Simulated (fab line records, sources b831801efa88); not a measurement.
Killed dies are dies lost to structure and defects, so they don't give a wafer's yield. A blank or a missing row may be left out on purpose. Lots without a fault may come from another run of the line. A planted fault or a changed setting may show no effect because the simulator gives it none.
One fault seen from 2 desks | flow sky130 | each desk has only its own numbers; what lay behind them comes last

THE TOOL OWNER'S DESK: litho_track-04
The tool's own readings at SKY_VT_ADJUST_LVTN_SOFTBAKE_03: means of the sampled wafers that have a number, for each lot that ran on this tool. A lot is out of limits, marked OUT, if its mean lies more than 4 standard deviations from the usual mean; the brackets give that distance.
Columns: A = heater_power_total_W at SKY_VT_ADJUST_LVTN_SOFTBAKE_03, usual 65.31 W; B = plate_temp_C at SKY_VT_ADJUST_LVTN_SOFTBAKE_03, usual 110.01 C
lot  | first seen here | A               | B
L538 | day 7 05:44     | 65.26           | 109.94
L545 | day 9 02:02     | 65.43           | 110.12
L547 | day 9 20:16     | 65.34           | 109.78
L551 | day 10 18:50    | 63.20 (-15) OUT | 107.23 (-20) OUT
L552 | day 10 21:26    | 63.10 (-16) OUT | 107.31 (-19) OUT
L553 | day 11 01:43    | 63.34 (-14) OUT | 107.22 (-20) OUT
This desk's finding: out of limits on L551, L552, L553; first on L551, day 10 18:50 (heater_power_total_W at SKY_VT_ADJUST_LVTN_SOFTBAKE_03). In limits: L538, L545, L547.

THE METROLOGY DESK
What the gauges read, lot by lot, whatever tool the lot ran on: means of the sampled wafers that have a number. A lot is out of limits, marked OUT, if its mean lies more than 4 standard deviations from the usual mean; the brackets give that distance.
Columns: A = INCOMING_BOW at SKY_FIELD_ISO_BOW_MEAS_00, usual 0 um
lot  | first seen here | A
L535 | day 1 10:00     | -10
L536 | day 1 15:01     | 0
L538 | day 2 01:00     | -5
L540 | day 2 11:01     | -5
L543 | day 3 02:00     | 6
L545 | day 3 12:00     | 1
L547 | day 3 22:01     | -3
L551 | day 4 18:02     | 1
L552 | day 4 23:02     | 6
L553 | day 5 04:01     | 1
L556 | day 5 19:00     | -7
This desk's finding: nothing out of limits on any of the 11 lots.

PUT TOGETHER
The tool owner's desk could have raised an alarm at day 10 18:50, on L551, L552, L553.
The metrology desk saw nothing out of limits.
The metrology desk has L551, L552, L553 on record, within its limits.
Of the lots named, all ran SKY_VT_ADJUST_LVTN_SOFTBAKE_03 on litho_track-04.

WHAT THE SIMULATOR HAD PUT IN
Process parameter drift: litho_track-04, from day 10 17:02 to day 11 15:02, at SKY_VT_ADJUST_LVTN_SOFTBAKE_03. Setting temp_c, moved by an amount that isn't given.
Lots struck among those shown: L551, L552, L553.
Hours from the fault's start to each desk's first reading out of limits: the tool owner's desk, 2.
